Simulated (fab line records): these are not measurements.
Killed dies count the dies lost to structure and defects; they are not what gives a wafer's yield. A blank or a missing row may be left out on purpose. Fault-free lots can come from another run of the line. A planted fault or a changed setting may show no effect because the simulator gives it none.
fab line records | flow sky130
[record] lots = 12 wafers = 36 last-day = 52
route steps=708 shown CAP2M@603 METAL4@628 PAD_OPEN@708
lots untouched by any fault: they come from a run of this same line in which no faults occurred
start-h: hours from the record's first day to the start of the lot's first wafer shown | wait-h: hours elapsed since this lot's preceding step | " unchanged from the row above | L1.1+2: one row covering several wafers at once | - no value, or no start was given | * or withheld: withheld | < > ~ a bound
route shown NAME@n: names a module that has steps shown in the file, with the first one's number in the route | usual: mean and standard deviation over wafers with no fault | same: alike in all rows | chamber/n: place in a boat | sites: the reading at each site | _std_site: how widely they spread, as a standard deviation | _edge_site: outer sites' mean less inner sites' | radius-mm: how far each site lies from the wafer's centre | mask NAME#n: copy n | behind: the last tool/chamber to shape the wafer | hold: the reason the lot was held/the length of the hold in hours/how it ended | device: the transistor (n, p or np) that didn't switch | end of line: tests of these same wafers at the route's end | a step given without rows: its recipe and nothing more | killed: at the first sort, the dies lost to defects and structure; wafer yield is something else | map: a wafer's dies, x killed, . not, _ none there
set.NAME: the setting that was run; set.NAME@STEP: the one run at that earlier step | model.NAME: the simulator's own value behind a step, which no gauge read
a sample of lots followed through the steps of the route, with each step as a table and each wafer as a row
services: when a tool's chamber went out of use (start-h, in hours from the record's first day, below 0 if earlier), for how many hours, and the reason
[[steps]]
[step SKY_CAP2M_CVD_00]
[recipe] material = SiO2 target-thk-nm = 15.5 temp-c = 400 time-s = withheld rf-w = 450
[usual] heater-power-w = 711/73
// columns lot.wafer tool chamber start-h wait-h heater-power-w
L191.1 pecvd-01 1 886.06 0.0 703
L191.3 " 1 " " 706
L191.6 " 1 " " 663
L197.2 pecvd-02 0 932.66 0.0 660
L197.3 " 2 " " 640
L197.4 " 0 " " 637
L199.1 pecvd-04 0 933.01 0.0 696
L199.3 " 2 " " 831
L199.6 " 2 " " 844
L200.1 pecvd-04 0 941.48 0.0 580
L200.2 " 2 " " 756
L200.4 " 2 " " 769
L201.2 pecvd-01 0 949.81 0.0 625
L201.4 " 0 " " 641
L201.5 " 1 " " 721
L202.1 pecvd-01 2 957.96 0.0 699
L202.3 " 1 " " 709
L202.4 " 1 " " 723
L204.1 pecvd-04 0 968.01 0.0 642
L204.2 " 2 " " 689
L204.5 " 1 " " 821
L206.1 pecvd-02 0 987.67 0.0 683
L206.3 " 2 " " 698
L206.6 " 0 " " 678
L209.2 pecvd-01 2 1132.51 0.0 630
L209.3 " 1 " " 707
L209.4 " 1 " " 690
L207.2 pecvd-02 1 1135.50 0.0 832
L207.4 " 2 " " 648
L207.6 " 1 " " 824
L210.2 pecvd-02 2 1137.33 0.0 653
L210.3 " 0 " " 636
L210.4 " 0 " " 613
L212.2 pecvd-04 0 1138.82 0.0 611
L212.3 " 1 " " 858
L212.5 " 2 " " 756
[step SKY_CAP2M_STRIP_14]
[recipe] chemistry = O2/N2 power-w = 1400 pressure-mtorr = 1500 platen-temp-c = withheld o2-flow-sccm = 3000 n2-flow-sccm = 300 overash-fraction = 0.5
[usual] drypump-motor-current-A = 5.83/0.2 o2-flow-sccm = 3002/9 oes-product-au = 0.710/0.0041 strip-time-to-endpoint-s = 12.67/0.047
// columns lot.wafer tool chamber start-h wait-h drypump-motor-current-A o2-flow-sccm oes-product-au rf-hours-counter-h strip-time-to-endpoint-s
L191.1 plasma-asher-03 1 911.88 0.1 6.17 2995 0.709 109 12.71
L191.3 " 1 " " 6.15 2988 0.709 - 12.68
L191.6 " 1 " " 6.19 2976 0.705 - 12.68
L197.2 plasma-asher-04 0 957.55 0.1 5.56 3008 0.705 20 12.61
L197.3 " 0 " " 5.55 2993 0.713 - 12.63
L197.4 " 1 " " 5.88 3010 0.708 - 12.64
L199.1 plasma-asher-02 1 958.18 0.1 5.94 2989 0.711 52 12.63
L199.3 " 1 " " 5.97 3000 0.721 - 12.64
L199.6 " 0 " " 5.95 3007 0.706 - 12.63
L200.1 plasma-asher-04 0 966.15 0.1 5.57 2997 0.708 21 12.73
L200.2 " 1 " " 5.86 2982 0.710 21 12.76
L200.4 " 0 " " 5.59 3007 0.712 - 12.75
L201.2 plasma-asher-04 1 974.15 0.1 5.96 3013 0.716 22 12.62
L201.4 " 1 " " 5.93 3010 0.717 - 12.64
L201.5 " 1 " " 5.91 3002 0.703 - 12.57
L202.1 plasma-asher-04 1 984.02 0.1 5.88 3011 0.702 23 12.65
L202.3 " 1 " " 5.89 3024 0.708 - 12.63
L202.4 " 0 " " 5.55 2999 0.710 - 12.66
L204.1 plasma-asher-04 0 993.45 0.1 5.56 2999 0.710 24 12.70
L204.2 " 1 " " 5.88 3002 0.706 24 12.62
L204.5 " 0 " " 5.55 3015 0.714 - 12.67
L206.1 plasma-asher-02 1 1012.07 0.1 6.00 2998 0.710 58 12.69
L206.3 " 0 " " 5.96 2998 0.710 - 12.68
L206.6 " 0 " " 5.96 2994 0.719 - 12.71
L209.2 plasma-asher-04 1 1149.38 0.1 5.92 3005 0.709 42 12.70
L209.3 " 1 " " 5.89 3014 0.704 - 12.63
L209.4 " 0 " " 5.56 2989 0.712 - 12.67
L207.2 plasma-asher-03 0 1151.65 0.1 5.83 2988 0.706 6 12.63
L207.4 " 0 " " 5.84 3003 0.713 - 12.67
L207.6 " 0 " " 5.83 3004 0.709 - 12.68
L210.2 plasma-asher-04 0 1154.92 0.1 5.55 3006 0.711 42 12.67
L210.3 " 1 " " 5.92 3003 0.713 - 12.65
L210.4 " 0 " " 5.54 2998 0.715 - 12.68
L212.2 plasma-asher-04 1 1155.22 0.1 5.89 3002 0.707 42 12.72
L212.3 " 0 " " 5.55 3012 0.707 - 12.69
L212.5 " 0 " " 5.57 2994 0.717 - 12.74
[step SKY_METAL4_DEVELOP_12]
[recipe] develop-time-s = 60 resist = KrF-thick dev-temp-c = 21
[usual] developer-temp-C = 20.99/0.12
// columns lot.wafer tool chamber start-h wait-h developer-temp-C
L191.1 litho-track-02 0 938 - 21.02
L191.3 " 0 " " 20.99
L191.6 " 0 " " 21.09
L197.2 litho-track-02 0 983 - 21.69
L197.3 " 0 " " 21.57
L197.4 " 0 " " 21.54
L199.1 litho-track-02 0 984 - 21.63
L199.3 " 0 " " 21.62
L199.6 " 0 " " 21.72
L200.1 litho-track-02 0 992 - 21.70
L200.2 " 0 " " 21.75
L200.4 " 0 " " 21.50
L201.2 litho-track-03 0 999 - 20.75
L201.4 " 0 1000 - 20.84
L201.5 " 0 " " 20.89
L202.1 litho-track-04 0 1009 - 20.85
L202.3 " 0 " " 20.96
L202.4 " 0 " " 21.02
L204.1 litho-track-04 0 1017 - 21.12
L204.2 " 0 " " 20.97
L204.5 " 0 " " 20.85
L206.1 litho-track-04 0 1034 - 20.93
L206.3 " 0 " " 20.93
L206.6 " 0 " " 20.93
L209.2 litho-track-04 0 1166 - 21.06
L209.3 " 0 " " 21.12
L209.4 " 0 " " 21.01
L207.2 litho-track-04 0 1168 - 20.96
L207.4 " 0 " " 20.93
L207.6 " 0 " " 20.91
L210.2 litho-track-03 0 1172 - 21.15
L210.3 " 0 " " 21.07
L210.4 " 0 " " 20.81
L212.2 litho-track-03 0 1173 - 20.84
L212.3 " 0 " " 20.97
L212.5 " 0 " " 20.92
[step SKY_METAL4_CD_MEAS_13]
[recipe] target-cd-nm = 300
[usual] cd-nm = 299.9/1.3
// columns lot.wafer tool chamber start-h wait-h cd-nm
L191.1 cd-sem-01 - 938.44 - 299.5
L191.3 " - " " 299.2
L191.6 " - " " 299.7
L197.2 cd-sem-02 - 983.41 - 299.8
L197.3 " - " " 300.9
L197.4 " - " " 299.3
L199.1 cd-sem-02 - 984.69 - 299.9
L199.3 " - " " 300.7
L199.6 " - " " 299.5
L200.1 cd-sem-02 - 992.49 - 298.3
L200.2 " - " " 299.4
L200.4 " - " " 300.5
L201.2 cd-sem-02 - 1000.11 - 300.1
L201.4 " - " " 300.5
L201.5 " - " " 298.9
L202.1 cd-sem-01 - 1009.41 - 298.4
L202.3 " - " " 299.8
L202.4 " - " " 298.4
L204.1 cd-sem-02 - 1017.51 - 299.2
L204.2 " - " " 299.0
L204.5 " - " " 299.1
L206.1 cd-sem-01 - 1034.31 - 298.6
L206.3 " - " " 298.4
L206.6 " - " " 298.6
L209.2 cd-sem-02 - 1166.53 - 299.5
L209.3 " - " " 299.2
L209.4 " - " " 298.4
L207.2 cd-sem-01 - 1168.58 - 302.1
L207.4 " - " " 303.0
L207.6 " - " " 302.0
L210.2 cd-sem-01 - 1172.51 - 301.3
L210.3 " - " " 301.1
L210.4 " - " " 302.1
L212.2 cd-sem-01 - 1173.21 - 300.0
L212.3 " - " " 300.3
L212.5 " - " " 299.7
[step SKY_PAD_OPEN_PROBE_99]
[usual] defect-limited-yield = 82.5/1.9 killed_at_M0_to_M3 = 43/7 killed_at_M4_up = 2.7/1.6 killed-at-contacts = 24/5.3 killed-at-front-end = 16/4.6 killed-at-other = 0.3/0.53 killed-dies = 86/9.3 killed-on-rim = 17/4 killed-open = 47/6.9 killed-short = 38/6.1 sort_bin_3_pad_short = 0.9/0.4 sort_bin_5_function = 10.3/1.4 sort_bin_6_memory = 6.3/1.1 sort-n-pass = 406/9.3 sort-yield-pct = 82.5/1.9
[same] gross-dies = 492 killed-at-back-side = 0 sort_bin_4_leakage[%] = 0 sort_bin_8_speed[%] = 0
// columns lot.wafer tool chamber start-h wait-h defect-limited-yield[%] killed_at_M0_to_M3 killed_at_M4_up killed-at-contacts killed-at-front-end killed-at-other killed-dies killed-on-rim killed-open killed-short sort_bin_3_pad_short[%] sort_bin_5_function[%] sort_bin_6_memory[%] sort-n-pass sort-yield-pct[%]
L191.1 prober-01 - 1042.01 0.1 83.5 39 2 25 15 0 81 14 49 32 0.6 8.7 7.1 411 83.5
L191.3 prober-01 - 1042.11 0.2 81.9 40 5 25 19 0 89 17 46 43 1.6 10.2 6.3 403 81.9
L191.6 prober-01 - 1042.26 0.2 86.0 39 0 22 8 0 69 16 46 23 0.2 8.7 5.1 423 86.0
L197.2 prober-01 - 1077.31 0.1 82.5 47 2 24 13 0 86 20 53 33 0.2 10.4 6.9 406 82.5
L197.3 prober-01 - 1077.36 0.2 82.7 47 2 24 12 0 85 9 44 41 1.2 10.6 5.5 407 82.7
L197.4 prober-01 - 1077.41 0.2 81.7 54 3 21 12 0 90 19 43 47 0.4 12.2 5.7 402 81.7
L199.1 prober-02 - 1078.81 0.1 80.7 49 2 32 11 1 95 21 53 42 0.8 11.4 7.1 397 80.7
L199.3 prober-02 - 1078.91 0.2 83.5 42 1 25 13 0 81 18 52 29 0.8 8.5 7.1 411 83.5
L199.6 prober-02 - 1079.06 0.2 82.5 44 4 22 15 1 86 14 42 44 0.6 10.2 6.7 406 82.5
L200.1 prober-02 - 1083.26 0.1 78.9 52 1 27 24 0 104 20 62 42 1.6 12.6 6.9 388 78.9
L200.2 prober-02 - 1083.31 0.1 81.9 53 1 18 17 0 89 13 55 34 0.6 10.4 7.1 403 81.9
L200.4 prober-02 - 1083.41 0.2 84.3 37 2 18 19 1 77 16 37 40 0.4 8.7 6.5 415 84.3
L201.2 prober-01 - 1090.36 0.1 86.2 32 1 23 12 0 68 9 40 28 0.8 8.1 4.9 424 86.2
L201.4 prober-01 - 1090.46 0.2 82.7 34 3 33 15 0 85 11 50 35 0.4 9.8 7.1 407 82.7
L201.5 prober-01 - 1090.51 0.2 83.3 36 3 27 16 0 82 15 42 40 0.6 10.4 5.7 410 83.3
L202.1 prober-02 - 1097.70 0.1 84.6 42 4 10 20 0 76 15 38 38 0.8 9.8 4.9 416 84.6
L202.3 prober-02 - 1097.80 0.2 81.9 49 5 20 15 0 89 11 49 40 0.6 10.8 6.7 403 81.9
L202.4 prober-02 - 1097.85 0.2 84.3 40 4 18 14 1 77 15 42 35 0.6 10.2 4.9 415 84.3
L204.1 prober-02 - 1103.86 0.1 83.5 40 2 25 14 0 81 7 45 36 1.0 10.0 5.5 411 83.5
L204.2 prober-02 - 1103.91 0.1 82.3 41 2 24 20 0 87 21 45 42 1.2 9.3 7.1 405 82.3
L204.5 prober-02 - 1104.06 0.2 82.9 45 2 27 9 1 84 17 47 37 1.4 10.6 5.1 408 82.9
L206.1 prober-02 - 1116.71 0.1 80.7 50 5 29 11 0 95 14 55 40 0.8 10.2 8.3 397 80.7
L206.3 prober-02 - 1116.81 0.2 81.7 50 2 20 18 0 90 12 61 29 0.6 11.8 5.9 402 81.7
L206.6 prober-02 - 1116.96 0.2 80.1 49 4 27 18 0 98 19 55 42 0 12.8 7.1 394 80.1
L209.2 prober-01 - 1239.06 0.1 78.7 44 2 32 26 1 105 25 53 50 0.8 13.0 7.5 387 78.7
L209.3 prober-01 - 1239.11 0.2 79.7 48 4 30 17 1 100 26 55 43 1.2 11.8 7.3 392 79.7
L209.4 prober-01 - 1239.16 0.2 81.7 44 4 21 20 1 90 23 56 33 1.0 12.2 5.1 402 81.7
L207.2 prober-02 - 1240.67 0.1 82.7 43 3 24 15 0 85 16 58 27 0.6 9.3 7.3 407 82.7
L207.4 prober-02 - 1240.77 0.2 81.9 46 2 25 16 0 89 21 52 37 0.2 11.2 6.7 403 81.9
L207.6 prober-02 - 1240.87 0.2 81.9 41 3 24 20 1 89 20 50 39 0.6 10.4 7.1 403 81.9
L210.2 prober-02 - 1242.81 0.1 88.4 24 1 23 8 1 57 12 32 24 0.8 6.7 4.1 435 88.4
L210.3 prober-02 - 1242.86 0.2 84.8 30 2 26 17 0 75 15 43 32 0.6 10.0 4.7 417 84.8
L210.4 prober-02 - 1242.91 0.2 82.5 52 1 21 11 1 86 20 48 38 1.0 9.6 6.9 406 82.5
L212.2 prober-02 - 1243.11 0.4 79.5 44 7 29 20 1 101 20 49 52 1.4 11.6 7.5 391 79.5
L212.3 prober-02 - 1243.16 0.5 80.9 50 1 25 18 0 94 11 51 43 0.8 10.8 7.5 398 80.9
L212.5 prober-02 - 1243.26 0.5 83.1 31 1 33 18 0 83 22 44 39 1.0 8.9 6.9 409 83.1
// killed by level:class
L191.1 CONTACT:geometric-particle:open=11 VIA1:geometric-particle:open=9 LI_CONTACT:geometric-particle:open=9 VIA3:geometric-particle:open=7 METAL1:geometric-particle:short=6 POLY_GATE:geometric-particle:short=5 METAL2:geometric-particle:short=5 VIA1:geometric-particle:short=4
L191.3 CONTACT:geometric-particle:open=12 VIA1:geometric-particle:short=10 VIA1:geometric-particle:open=8 LI_CONTACT:geometric-particle:open=6 VIA3:geometric-particle:open=6 METAL4:geometric-particle:short=5 POLY_GATE:geometric-particle:short=5 FIELD_ISO:geometric-particle:open=4
L191.6 VIA1:geometric-particle:open=12 CONTACT:geometric-particle:open=9 LI_CONTACT:geometric-particle:open=8 VIA1:geometric-particle:short=5 VIA3:geometric-particle:open=5 LI_CONTACT:geometric-particle:short=4 FIELD_ISO:geometric-particle:open=3 METAL2:geometric-particle:short=3
L197.2 VIA1:geometric-particle:open=17 CONTACT:geometric-particle:open=9 CONTACT:geometric-particle:short=6 LI_CONTACT:geometric-particle:open=5 VIA2:geometric-particle:open=5 VIA1:geometric-particle:short=5 METAL2:geometric-particle:short=5 VIA3:geometric-particle:open=5
L197.3 VIA1:geometric-particle:open=10 VIA3:geometric-particle:open=8 CONTACT:geometric-particle:short=6 VIA2:geometric-particle:open=6 LI_CONTACT:geometric-particle:open=5 CONTACT:geometric-particle:open=5 METAL1:geometric-particle:short=5 VIA3:geometric-particle:short=5
L197.4 VIA1:geometric-particle:open=9 METAL1:geometric-particle:short=9 CONTACT:geometric-particle:open=8 VIA3:geometric-particle:open=8 VIA2:geometric-particle:open=7 VIA3:geometric-particle:short=6 LOCAL_INTERCONNECT:geometric-particle:short=5 METAL2:geometric-particle:short=5
L199.1 LI_CONTACT:geometric-particle:open=12 CONTACT:geometric-particle:open=11 VIA1:geometric-particle:open=10 METAL1:geometric-particle:short=8 VIA3:geometric-particle:open=8 METAL2:geometric-particle:short=7 VIA2:geometric-particle:short=6 LOCAL_INTERCONNECT:geometric-particle:short=4
L199.3 CONTACT:geometric-particle:open=13 VIA1:geometric-particle:open=13 LI_CONTACT:geometric-particle:open=6 VIA3:geometric-particle:open=5 FIELD_ISO:geometric-particle:short=4 METAL1:geometric-particle:open=4 METAL2:geometric-particle:short=4 LI_CONTACT:geometric-particle:short=3
L199.6 METAL2:geometric-particle:short=7 VIA2:geometric-particle:open=7 CONTACT:geometric-particle:short=6 LI_CONTACT:geometric-particle:open=6 LOCAL_INTERCONNECT:geometric-particle:short=6 METAL1:geometric-particle:short=6 VIA1:geometric-particle:open=6 VIA3:geometric-particle:open=5
L200.1 VIA3:geometric-particle:open=10 VIA1:geometric-particle:open=10 LI_CONTACT:geometric-particle:open=8 CONTACT:geometric-particle:open=8 METAL2:geometric-particle:short=7 VIA2:geometric-particle:open=7 VIA1:geometric-particle:short=6 POLY_GATE:geometric-particle:short=5
L200.2 VIA1:geometric-particle:open=12 LI_CONTACT:geometric-particle:open=9 VIA3:geometric-particle:open=8 METAL1:geometric-particle:short=7 CONTACT:geometric-particle:open=5 VIA2:geometric-particle:open=5 POLY_GATE:geometric-particle:short=4 POLY_GATE:geometric-particle:open=4
L200.4 VIA1:geometric-particle:open=10 FIELD_ISO:geometric-particle:short=7 CONTACT:geometric-particle:short=7 CONTACT:geometric-particle:open=5 VIA3:geometric-particle:open=5 POLY_GATE:geometric-particle:open=4 LOCAL_INTERCONNECT:geometric-particle:short=4 VIA2:geometric-particle:open=4
L201.2 LI_CONTACT:geometric-particle:open=8 CONTACT:geometric-particle:open=7 METAL1:geometric-particle:short=7 FIELD_ISO:geometric-particle:open=5 VIA1:geometric-particle:open=5 VIA3:geometric-particle:open=5 POLY_GATE:geometric-particle:short=4 LOCAL_INTERCONNECT:geometric-particle:short=4
L201.4 CONTACT:geometric-particle:open=12 LI_CONTACT:geometric-particle:open=11 METAL1:geometric-particle:short=6 VIA3:geometric-particle:open=6 FIELD_ISO:geometric-particle:short=5 POLY_GATE:geometric-particle:short=4 VIA2:geometric-particle:open=4 CONTACT:geometric-particle:short=4
L201.5 CONTACT:geometric-particle:short=9 CONTACT:geometric-particle:open=9 VIA1:geometric-particle:open=8 METAL2:geometric-particle:short=5 POLY_GATE:geometric-particle:short=4 POLY_GATE:geometric-particle:open=4 SPACER:geometric-particle:open=4 METAL1:geometric-particle:open=4
L202.1 FIELD_ISO:geometric-particle:short=8 METAL1:geometric-particle:short=8 VIA3:geometric-particle:open=8 VIA1:geometric-particle:open=8 VIA2:geometric-particle:open=7 POLY_GATE:geometric-particle:short=4 POLY_GATE:geometric-particle:open=4 LI_CONTACT:geometric-particle:open=4
L202.3 VIA1:geometric-particle:open=12 VIA3:geometric-particle:open=11 CONTACT:geometric-particle:open=7 FIELD_ISO:geometric-particle:short=6 VIA2:geometric-particle:open=6 FIELD_ISO:geometric-particle:open=5 CONTACT:geometric-particle:short=5 METAL1:geometric-particle:short=5
L202.4 VIA1:geometric-particle:open=11 VIA3:geometric-particle:open=7 LI_CONTACT:geometric-particle:open=5 CONTACT:geometric-particle:open=5 VIA1:geometric-particle:short=5 VIA2:geometric-particle:open=5 FIELD_ISO:geometric-particle:short=4 POLY_GATE:geometric-particle:open=4
L204.1 CONTACT:geometric-particle:open=11 LI_CONTACT:geometric-particle:open=7 VIA1:geometric-particle:open=7 METAL2:geometric-particle:short=7 VIA2:geometric-particle:open=7 VIA3:geometric-particle:open=6 POLY_GATE:geometric-particle:short=5 VIA3:geometric-particle:short=4
L204.2 VIA1:geometric-particle:open=12 FIELD_ISO:geometric-particle:short=6 POLY_GATE:geometric-particle:short=6 LI_CONTACT:geometric-particle:open=6 METAL2:geometric-particle:short=6 VIA3:geometric-particle:open=6 CONTACT:geometric-particle:short=5 CONTACT:geometric-particle:open=5
L204.5 CONTACT:geometric-particle:open=9 VIA1:geometric-particle:open=9 VIA2:geometric-particle:open=6 LOCAL_INTERCONNECT:geometric-particle:short=6 METAL1:geometric-particle:short=6 LI_CONTACT:geometric-particle:open=5 FIELD_ISO:geometric-particle:open=4 CONTACT:geometric-particle:short=4
L206.1 VIA1:geometric-particle:open=12 CONTACT:geometric-particle:open=10 LI_CONTACT:geometric-particle:open=9 VIA2:geometric-particle:open=9 VIA3:geometric-particle:short=5 CONTACT:geometric-particle:short=5 METAL2:geometric-particle:short=5 VIA3:geometric-particle:open=4
L206.3 VIA1:geometric-particle:open=15 VIA2:geometric-particle:open=9 CONTACT:geometric-particle:open=8 LI_CONTACT:geometric-particle:open=7 VIA3:geometric-particle:open=6 FIELD_ISO:geometric-particle:short=5 POLY_GATE:geometric-particle:open=4 LOCAL_INTERCONNECT:geometric-particle:short=4
L206.6 VIA1:geometric-particle:open=14 CONTACT:geometric-particle:open=9 LI_CONTACT:geometric-particle:open=8 FIELD_ISO:geometric-particle:open=7 VIA1:geometric-particle:short=7 VIA2:geometric-particle:open=6 VIA3:geometric-particle:open=6 FIELD_ISO:geometric-particle:short=5
L209.2 VIA1:geometric-particle:open=12 CONTACT:geometric-particle:open=9 LI_CONTACT:geometric-particle:open=9 VIA1:geometric-particle:short=9 FIELD_ISO:geometric-particle:short=6 POLY_GATE:geometric-particle:open=6 LOCAL_INTERCONNECT:geometric-particle:short=6 POLY_GATE:geometric-particle:short=5
L209.3 CONTACT:geometric-particle:open=16 METAL1:geometric-particle:short=10 VIA3:geometric-particle:open=10 VIA1:geometric-particle:open=8 LI_CONTACT:geometric-particle:open=6 POLY_GATE:geometric-particle:short=5 VIA3:geometric-particle:short=5 POLY_GATE:geometric-particle:open=4
L209.4 VIA1:geometric-particle:open=13 LI_CONTACT:geometric-particle:open=9 VIA2:geometric-particle:open=8 FIELD_ISO:geometric-particle:open=7 CONTACT:geometric-particle:open=7 FIELD_ISO:geometric-particle:short=4 POLY_GATE:geometric-particle:open=4 LI_CONTACT:geometric-particle:short=4
L207.2 VIA1:geometric-particle:open=22 LI_CONTACT:geometric-particle:open=10 CONTACT:geometric-particle:open=9 FIELD_ISO:geometric-particle:short=6 FIELD_ISO:geometric-particle:open=5 VIA3:geometric-particle:open=5 METAL2:geometric-particle:short=4 LOCAL_INTERCONNECT:geometric-particle:short=3
L207.4 VIA1:geometric-particle:open=14 LI_CONTACT:geometric-particle:open=8 VIA3:geometric-particle:open=8 CONTACT:geometric-particle:open=7 METAL2:geometric-particle:short=6 LI_CONTACT:geometric-particle:short=5 FIELD_ISO:geometric-particle:open=4 POLY_GATE:geometric-particle:short=4
L207.6 VIA1:geometric-particle:open=9 FIELD_ISO:geometric-particle:open=7 LI_CONTACT:geometric-particle:open=7 METAL1:geometric-particle:short=7 VIA2:geometric-particle:open=5 LOCAL_INTERCONNECT:geometric-particle:short=5 CONTACT:geometric-particle:open=5 POLY_GATE:geometric-particle:short=4
L210.2 CONTACT:geometric-particle:open=9 VIA1:geometric-particle:open=7 LI_CONTACT:geometric-particle:open=5 VIA1:geometric-particle:short=5 POLY_GATE:geometric-particle:open=4 LOCAL_INTERCONNECT:geometric-particle:short=4 METAL2:geometric-particle:short=4 FIELD_ISO:geometric-particle:open=3
L210.3 LI_CONTACT:geometric-particle:open=12 METAL1:geometric-particle:short=8 FIELD_ISO:geometric-particle:open=6 CONTACT:geometric-particle:open=6 VIA1:geometric-particle:open=5 POLY_GATE:geometric-particle:short=4 VIA2:geometric-particle:open=4 FIELD_ISO:geometric-particle:short=3
L210.4 METAL2:geometric-particle:short=10 VIA1:geometric-particle:open=10 VIA3:geometric-particle:open=7 VIA2:geometric-particle:open=6 METAL1:geometric-particle:short=6 LI_CONTACT:geometric-particle:open=4 LI_CONTACT:geometric-particle:short=4 CONTACT:geometric-particle:open=4
L212.2 LI_CONTACT:geometric-particle:open=10 METAL1:geometric-particle:short=8 POLY_GATE:geometric-particle:open=7 CONTACT:geometric-particle:open=7 VIA2:geometric-particle:open=7 FIELD_ISO:geometric-particle:short=6 LOCAL_INTERCONNECT:geometric-particle:short=6 CONTACT:geometric-particle:short=5
L212.3 VIA2:geometric-particle:open=12 VIA1:geometric-particle:open=10 LI_CONTACT:geometric-particle:open=9 METAL2:geometric-particle:short=9 POLY_GATE:geometric-particle:short=5 CONTACT:geometric-particle:open=5 FIELD_ISO:geometric-particle:open=4 POLY_GATE:geometric-particle:open=4
L212.5 CONTACT:geometric-particle:open=11 LI_CONTACT:geometric-particle:open=9 METAL1:geometric-particle:short=7 VIA1:geometric-particle:open=6 FIELD_ISO:geometric-particle:short=5 LI_CONTACT:geometric-particle:short=5 FIELD_ISO:geometric-particle:open=4 METAL2:geometric-particle:short=4
[[services]]
// columns tool chamber start-h hours kind
pecvd-01 2 882.57 15.5 repair
pecvd-02 - 888.39 0.6 repair
plasma-asher-04 - 892.34 11.9 repair
pecvd-01 - 910.38 0.8 repair
pecvd-04 - 927.56 0.9 repair
pecvd-01 - 929.44 14.6 pm
plasma-asher-04 - 931.85 0.4 repair
pecvd-02 - 964.99 2.8 pm
pecvd-02 1 976.02 17.7 repair
plasma-asher-02 - 1012.44 1.7 repair
pecvd-04 - 1027.15 2.8 pm
plasma-asher-03 - 1055.25 9.0 pm
plasma-asher-04 - 1056.93 1.0 repair
pecvd-02 - 1059.67 1.7 repair
plasma-asher-03 - 1073.15 11.7 repair
pecvd-01 - 1076.34 0.6 repair
pecvd-04 0 1081.26 3.5 repair
plasma-asher-03 - 1095.26 8.2 repair
pecvd-04 - 1099.78 0.5 repair
pecvd-02 - 1111.59 0.7 repair
plasma-asher-04 - 1118.63 1.7 repair
litho-track-04 - 1129.30 - consumable-replace:filter
plasma-asher-02 - 1142.28 0.6 repair
plasma-asher-03 - 1166.02 6.5 repair
[[key]]
[first-sign] step = SKY_METAL4_DEVELOP_12 reading = developer-temp-C direction = up sigmas = 5.3 usual = * struck = *
effect none on later readings
met-at SKY_METAL4_DEVELOP_12
struck-lots L197,L199,L200
not-acting-at SKY_CAP2M_CVD_00,SKY_CAP2M_STRIP_14,SKY_METAL4_CD_MEAS_13
onset-between 938 983
[fault] kind = process-parameter-drift tool = litho-track-02 chamber = - onset-h = 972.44 steps = SKY_METAL4_DEVELOP_12 channel = dev-temp-c offset = * shape = step end-h = 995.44 acts-in = * stated = *
